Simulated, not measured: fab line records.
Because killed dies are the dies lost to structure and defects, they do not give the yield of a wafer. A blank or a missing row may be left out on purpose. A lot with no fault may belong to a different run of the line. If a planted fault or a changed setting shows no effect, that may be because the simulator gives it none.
fab line records	flow gf180mcu
[record] lots = 12	wafers = 36	lastDay = 34
route steps=602 shown VT_IMPLANT@133 POLY_GATE@157 HV_LDD@184
lots that met no fault: from a run of the same line without faults
startH: hours from the record's first day to the start of the lot's first wafer shown	waitH: hours elapsed since this lot's preceding step	" identical to the entry in the row above	L1.1+2: several wafers, shown together as one row	- value missing, or start not given	* or withheld: withheld	< > ~ a bound
route shown NAME@n: NAME is a module with steps in the file, n the number in the route of the first one	usual: the fault-free wafers' mean and standard deviation	same: alike in all rows	chamber/n: place in a boat	sites: the reading at each site	_std_site: the values' standard deviation	_edge_site: outer sites' mean less inner sites'	radiusMm: for every site, how far away it sits from the centre of the wafer	mask NAME#n: copy n	behind: tool/chamber where the wafer was last shaped	hold: why the lot was held/for how many hours/how that ended	device: transistor that didn't switch, given as n, p or np	end of line: the tests these same wafers got at the end of their route	a step with no rows: only its recipe	killed: dies that structure and defects cost at the first sort, which is not the same as the wafer's yield	map: the dies of a wafer, with x for killed, . for not killed, _ for no die there
set.NAME: the setting the step ran with; set.NAME@STEP: the setting that earlier step ran with	model.NAME: the simulator's own value behind a step, which no gauge read
steps of the route over a sample of lots; a table a step, a row a wafer
services: when a tool's chamber went out of use (startH, in hours from the record's first day, below 0 if earlier), for how many hours, and the reason
[[steps]]
[step GF_VT_IMPLANT_TW_MEAS_43]
[usual] VT_IMPLANT_4_TW = 698/10
lot.wafer	tool	chamber	startH	waitH	VT_IMPLANT_4_TW
L514.1	filmMetro-02	-	154.07	0.1	685
L514.3	"	-	"	"	682
L514.4	"	-	"	"	683
L515.4	filmMetro-03	-	160.83	0.1	705
L515.5	"	-	"	"	702
L515.6	"	-	"	"	714
L517.1	filmMetro-03	-	174.86	0.1	707
L517.2	"	-	"	"	703
L517.4	"	-	"	"	706
L518.1	filmMetro-03	-	181.75	0.1	710
L518.3	"	-	"	"	708
L518.4	"	-	"	"	707
L523.1	filmMetro-02	-	217.81	0.1	686
L523.2	"	-	"	"	686
L523.6	"	-	"	"	687
L524.1	filmMetro-02	-	228.11	0.1	684
L524.4	"	-	"	"	682
L524.5	"	-	"	"	682
L525.2	filmMetro-02	-	232.61	0.1	688
L525.5	"	-	"	"	683
L525.6	"	-	"	"	685
L526.1	filmMetro-03	-	238.65	0.1	706
L526.2	"	-	"	"	707
L526.4	"	-	"	"	706
L527.1	filmMetro-01	-	245.20	0.1	700
L527.4	"	-	"	"	696
L527.5	"	-	"	"	693
L528.1	filmMetro-01	-	249.60	0.1	698
L528.3	"	-	"	"	697
L528.5	"	-	"	"	698
L535.1	filmMetro-02	-	300.45	0.1	686
L535.2	"	-	"	"	690
L535.6	"	-	"	"	687
L536.2	filmMetro-03	-	305.07	0.1	700
L536.3	"	-	"	"	707
L536.4	"	-	"	"	705
[step GF_VT_IMPLANT_RTA_45]
[recipe] tempC = 1050	timeS = 30	ambient = N2
[usual] lampPowerPct = 38/5.3	wafer_temp_C_max = 1054.6/1.3
lot.wafer	tool	chamber	startH	waitH	lampPowerPct	wafer_temp_C_max
L514.1	rtpAnneal-02	0	154.23	0.0	31	1055.3
L514.3	"	0	"	"	31	1056.0
L514.4	"	0	"	"	31	1056.1
L515.4	rtpAnneal-01	0	160.97	0.1	42	1053.6
L515.5	"	0	"	"	42	1054.4
L515.6	"	0	"	"	42	1054.4
L517.1	rtpAnneal-02	0	174.98	0.0	31	1055.2
L517.2	"	0	"	"	31	1054.2
L517.4	"	0	"	"	31	1055.8
L518.1	rtpAnneal-01	0	181.86	0.0	42	1052.3
L518.3	"	0	"	"	42	1054.0
L518.4	"	0	"	"	42	1053.7
L523.1	rtpAnneal-01	0	217.92	0.0	42	1055.6
L523.2	"	0	"	"	42	1054.3
L523.6	"	0	"	"	42	1053.6
L524.1	rtpAnneal-02	0	228.22	0.0	31	1055.9
L524.4	"	0	"	"	31	1056.3
L524.5	"	0	"	"	31	1056.4
L525.2	rtpAnneal-01	0	232.74	0.0	42	1053.4
L525.5	"	0	"	"	42	1054.5
L525.6	"	0	"	"	42	1055.3
L526.1	rtpAnneal-01	0	238.76	0.0	42	1053.5
L526.2	"	0	"	"	42	1055.8
L526.4	"	0	"	"	42	1055.0
L527.1	rtpAnneal-02	0	245.31	0.0	31	1055.7
L527.4	"	0	"	"	31	1056.1
L527.5	"	0	"	"	31	1055.2
L528.1	rtpAnneal-01	0	249.71	0.0	42	1053.5
L528.3	"	0	"	"	42	1054.7
L528.5	"	0	"	"	42	1052.8
L535.1	rtpAnneal-01	0	300.56	0.0	42	1054.0
L535.2	"	0	"	"	42	1054.2
L535.6	"	0	"	"	42	1056.8
L536.2	rtpAnneal-01	0	305.23	0.0	42	1053.6
L536.3	"	0	"	"	42	1053.5
L536.4	"	0	"	"	42	1055.5
[step GF_POLY_GATE_CVD_00]
[recipe] material = poly-Si	targetThkNm = 200	tempC = 620	timeS = 1200	pressureMtorr = 200
[usual] spikeTcBottomC = 643/3.1	spikeTcCentreC = 619.2/1.2	spikeTcLowerC = 620.0/1.3	spikeTcUpperC = 620.6/1.5	susceptorTempC = 620.02/0.29	zonePowerBottomPct = 13.3/0.61
lot.wafer	tool	chamber	startH	waitH	spikeTcBottomC	spikeTcCentreC	spikeTcLowerC	spikeTcUpperC	susceptorTempC	zonePowerBottomPct
L514.1	lpcvd-01	1	175.14	0.0	638	617.8	618.9	620.6	620.20	13.4
L514.3	"	1	"	"	638	617.6	618.2	620.3	620.06	13.4
L514.4	"	1	"	"	637	620.0	620.4	619.5	619.95	13.5
L515.4	lpcvd-01	1	181.49	0.0	638	617.2	619.0	620.8	620.41	13.3
L515.5	"	1	"	"	639	618.6	617.6	621.1	620.09	13.3
L515.6	"	1	"	"	638	618.9	617.8	620.5	620.19	13.4
L517.1	lpcvd-02	1	197.93	0.7	643	619.6	621.6	622.6	620.44	12.5
L517.2	"	1	"	"	641	619.3	621.0	622.8	620.36	12.4
L517.4	"	1	"	"	642	620.7	621.0	621.6	619.96	12.5
L518.1	lpcvd-02	1	203.29	0.0	644	619.8	621.3	621.9	619.91	12.6
L518.3	"	1	"	"	642	619.9	620.6	622.9	620.36	12.4
L518.4	"	1	"	"	644	622.7	618.8	623.0	620.00	12.5
L523.1	lpcvd-01	0	240.15	0.0	644	620.6	620.3	619.7	620.45	14.2
L523.2	"	0	"	"	646	617.8	617.2	620.3	619.76	14.2
L523.6	"	0	"	"	644	618.5	621.7	621.9	619.99	14.0
L524.1	lpcvd-02	1	250.64	0.0	643	621.3	621.5	622.5	619.49	12.4
L524.4	"	1	"	"	643	619.1	620.7	621.5	619.30	12.4
L524.5	"	1	"	"	643	617.6	622.3	621.9	619.70	12.3
L525.2	lpcvd-01	0	255.41	0.0	644	620.2	620.4	622.4	620.11	14.3
L525.5	"	0	"	"	644	618.2	620.0	621.0	620.29	13.9
L525.6	"	0	"	"	645	618.2	621.5	618.8	619.69	14.0
L526.1	lpcvd-01	0	260.54	0.0	644	618.3	618.6	620.9	620.08	13.8
L526.2	"	0	"	"	645	618.1	619.8	621.0	620.05	14.2
L526.4	"	0	"	"	645	617.4	620.1	620.0	619.79	14.1
L527.1	lpcvd-02	1	269.28	0.0	644	620.3	620.6	622.0	620.08	12.4
L527.4	"	1	"	"	644	620.0	621.2	622.9	620.50	12.5
L527.5	"	1	"	"	644	621.2	620.1	622.9	620.22	12.4
L528.1	lpcvd-02	0	274.01	0.0	646	619.7	621.6	619.2	619.89	13.5
L528.3	"	0	"	"	647	620.0	621.0	619.8	620.34	13.6
L528.5	"	0	"	"	646	618.8	620.7	618.2	620.37	13.5
L535.1	lpcvd-02	0	328.86	0.0	636	610.3	611.6	608.4	610.85	13.4
L535.2	"	0	"	"	635	610.4	609.9	610.5	610.55	13.4
L535.6	"	0	"	"	635	609.8	609.9	612.1	610.88	13.2
L536.2	lpcvd-02	1	337.01	0.0	633	611.5	611.1	611.9	610.90	12.3
L536.3	"	1	"	"	635	610.6	611.6	610.6	610.92	12.2
L536.4	"	1	"	"	635	610.3	610.7	612.8	610.94	12.1
[step GF_POLY_GATE_THK_MEAS_01]
[recipe] reads = poly-Si_of_POLY_GATE_CVD_00
[usual] POLY_GATE_CVD_00_THK = 200.1/2.2
lot.wafer	tool	chamber	startH	waitH	POLY_GATE_CVD_00_THK[nm]
L514.1	filmMetro-03	-	177.14	0.0	198.6
L514.3	"	-	"	"	199.7
L514.4	"	-	"	"	200.7
L515.4	filmMetro-03	-	183.52	0.0	196.1
L515.5	"	-	"	"	196.3
L515.6	"	-	"	"	197.5
L517.1	filmMetro-04	-	199.31	0.0	203.1
L517.2	"	-	"	"	202.0
L517.4	"	-	"	"	200.8
L518.1	filmMetro-03	-	204.62	0.0	195.6
L518.3	"	-	"	"	194.3
L518.4	"	-	"	"	196.2
L523.1	filmMetro-03	-	241.48	0.0	196.6
L523.2	"	-	"	"	196.3
L523.6	"	-	"	"	198.3
L524.1	filmMetro-02	-	251.97	0.0	199.7
L524.4	"	-	"	"	198.7
L524.5	"	-	"	"	198.9
L525.2	filmMetro-03	-	256.75	0.0	202.4
L525.5	"	-	"	"	201.0
L525.6	"	-	"	"	201.3
L526.1	filmMetro-02	-	261.87	0.0	200.2
L526.2	"	-	"	"	201.3
L526.4	"	-	"	"	202.4
L527.1	filmMetro-02	-	270.61	0.0	199.4
L527.4	"	-	"	"	200.0
L527.5	"	-	"	"	199.8
L528.1	filmMetro-04	-	276.01	0.0	202.6
L528.3	"	-	"	"	202.2
L528.5	"	-	"	"	200.4
L535.1	filmMetro-03	-	330.19	0.0	163.9
L535.2	"	-	"	"	164.5
L535.6	"	-	"	"	163.5
L536.2	filmMetro-02	-	338.35	0.0	159.6
L536.3	"	-	"	"	159.6
L536.4	"	-	"	"	160.9
[step GF_POLY_GATE_ETCH_13]
[recipe] target = poly-Si	targetDepthNm = 198.5	stopOn = SiO2	overEtchFrac = 0.403	chemistry = HBr/Cl2	icpW = 400	biasW = 100	pressureMtorr = 10	HBr_flow_sccm = 150	Cl2_flow_sccm = 50	timeS = 69.6
[usual] chamberPressureMTorr = 10.000/0.0089	drypumpMotorCurrentA = 5.9/0.39	oesProductAu = 0.989/0.0066	throttleValvePct = 33.686/0.0088
lot.wafer	tool	chamber	startH	waitH	chamberPressureMTorr	drypumpMotorCurrentA	oesProductAu	rfHoursCounterH	throttleValvePct
L514.1	rieSi-02	2	193.94	-	9.987	5.8	0.982	67	33.699
L514.3	"	1	"	"	10.004	5.4	0.995	123	33.691
L514.4	"	0	"	"	9.999	5.5	0.992	1	33.687
L515.4	rieSi-02	0	200.72	-	10.021	5.5	0.987	1	33.684
L515.5	"	2	"	"	9.989	5.8	0.977	-	33.683
L515.6	"	1	"	"	10.007	5.4	0.985	-	33.694
L517.1	rieSi-02	0	216.77	-	10.017	5.5	0.996	1	33.690
L517.2	"	3	"	"	9.990	6.3	0.999	86	33.691
L517.4	"	2	"	"	9.996	5.8	0.991	-	33.677
L518.1	rieSi-02	3	222.67	-	9.991	6.4	0.978	86	33.677
L518.3	"	0	"	"	10.004	5.5	0.977	2	33.674
L518.4	"	2	"	"	9.995	5.8	0.996	-	33.680
L523.1	rieSi-02	1	259.98	-	10.001	5.3	0.985	0	33.696
L523.2	"	0	"	"	9.995	5.5	0.974	2	33.684
L523.6	"	2	"	"	10.011	5.8	0.991	-	33.678
L524.1	rieSi-01	3	270.87	-	10.002	6.1	0.983	1	33.679
L524.4	"	0	"	"	10.002	6.5	0.988	27	33.688
L524.5	"	3	"	"	9.996	6.1	0.990	-	33.703
L525.2	rieSi-01	0	276.32	-	9.997	6.5	1.005	27	33.693
L525.5	"	3	"	"	10.004	6.1	0.978	-	33.693
L525.6	"	0	"	"	9.996	6.5	1.000	-	33.678
L526.1	rieSi-01	2	281.73	-	9.996	6.3	0.992	79	33.683
L526.2	"	3	"	"	9.989	6.1	0.996	2	33.710
L526.4	"	1	"	"	9.993	5.8	0.993	5	33.693
L527.1	rieSi-02	1	290.02	-	10.000	5.4	0.998	1	33.686
L527.4	"	2	"	"	10.013	5.8	0.979	68	33.689
L527.5	"	0	"	"	9.999	5.5	0.992	-	33.689
L528.1	rieSi-02	2	296.02	-	9.995	5.8	0.985	68	33.683
L528.3	"	3	"	"	9.994	6.4	0.996	87	33.686
L528.5	"	0	"	"	10.004	5.5	0.980	-	33.679
L535.1	rieSi-02	3	350.27	-	9.997	6.4	0.874	87	33.690
L535.2	"	0	"	"	10.004	5.5	0.880	3	33.684
L535.6	"	2	"	"	9.994	5.8	0.864	-	33.689
L536.2	rieSi-01	0	360.23	-	9.995	6.5	0.856	28	33.681
L536.3	"	3	"	"	10.020	6.1	0.855	2	33.668
L536.4	"	1	"	"	9.997	5.8	0.856	5	33.688
[step GF_HV_LDD_OVL_MEAS_08]
[usual] HV_LDD_OVL = -0.1/1.4
lot.wafer	tool	chamber	startH	waitH	HV_LDD_OVL[nm]
L514.1	overlay-01	-	213.03	0.1	-1.6
L514.3	"	-	"	"	-1.4
L514.4	"	-	"	"	-1.9
L515.4	overlay-02	-	219.95	0.1	2.3
L515.5	"	-	"	"	1.2
L515.6	"	-	"	"	0.3
L517.1	overlay-02	-	236.33	0.1	2.1
L517.2	"	-	"	"	0.1
L517.4	"	-	"	"	2.2
L518.1	overlay-01	-	242.83	0.1	2.8
L518.3	"	-	"	"	1.8
L518.4	"	-	"	"	1.3
L523.1	overlay-01	-	282.83	0.1	1.9
L523.2	"	-	"	"	-0.4
L523.6	"	-	"	"	1.9
L524.1	overlay-01	-	292.78	0.1	0.5
L524.4	"	-	"	"	-1.6
L524.5	"	-	"	"	-2.0
L525.2	overlay-01	-	297.24	0.1	-1.1
L525.5	"	-	"	"	-0.3
L525.6	"	-	"	"	-0.8
L526.1	overlay-01	-	303.18	0.1	1.4
L526.2	"	-	"	"	1.0
L526.4	"	-	"	"	0.6
L527.1	overlay-02	-	312.78	0.1	0.6
L527.4	"	-	"	"	0.1
L527.5	"	-	"	"	-0.2
L528.1	overlay-02	-	319.73	0.1	0.0
L528.3	"	-	"	"	1.3
L528.5	"	-	"	"	-1.2
L535.1	overlay-01	-	374.43	0.1	-2.2
L535.2	"	-	"	"	-1.8
L535.6	"	-	"	"	-0.6
L536.2	overlay-02	-	386.54	0.1	0.0
L536.3	"	-	"	"	0.4
L536.4	"	-	"	"	-1.0
[[services]]
tool	chamber	startH	hours	kind
rieSi-02	-	171.80	0.4	repair
rieSi-02	1	203.69	-	clean
rieSi-02	1	203.69	20.4	scheduledDown
rieSi-02	1	203.69	20.4	ventCycle
rieSi-01	0	225.95	7.7	repair
rieSi-01	-	255.21	0.7	repair
rieSi-01	-	293.46	14.6	pm
rieSi-01	3	324.48	10.0	repair
rieSi-02	2	335.47	13.1	repair
rtpAnneal-02	-	347.16	5.0	pm
lpcvd-01	-	353.86	14.6	pm
[[key]]
[firstSign] step = GF_POLY_GATE_CVD_00	reading = susceptorTempC	direction = down	sigmas = 32	usual = *	struck = *
[effect] step = GF_POLY_GATE_CVD_00	reading = spikeTcCentreC	direction = down	sigmas = 7.2	usual = 619.2	struck = 610.5
[effect] step = GF_POLY_GATE_THK_MEAS_01	reading = POLY_GATE_CVD_00_THK	direction = down	sigmas = 18	usual = 200.1	struck = 162.0
[effect] step = GF_POLY_GATE_ETCH_13	reading = oesProductAu	direction = down	sigmas = 19	usual = 0.989	struck = 0.864
metAt GF_POLY_GATE_CVD_00
struckLots L535,L536
testerLeftOut L535,L536
notActingAt GF_VT_IMPLANT_TW_MEAS_43,GF_VT_IMPLANT_RTA_45,GF_HV_LDD_OVL_MEAS_08
onsetBetween 274.01 328.86
[fault] kind = processParameterDrift	tool = lpcvd-02	chamber = -	onsetH = 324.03	steps = GF_POLY_GATE_CVD_00	channel = tempC	offset = *	shape = step	endH = 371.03	actsIn = *	stated = *
// testerLeftOut: of these lots the tester's yield and bins aren't shown, on N5 and GAA mostly nor the transistor test; their killed dies are dies lost to structure and defects alone, not to doping, threshold or leakage, so they don't give the yield
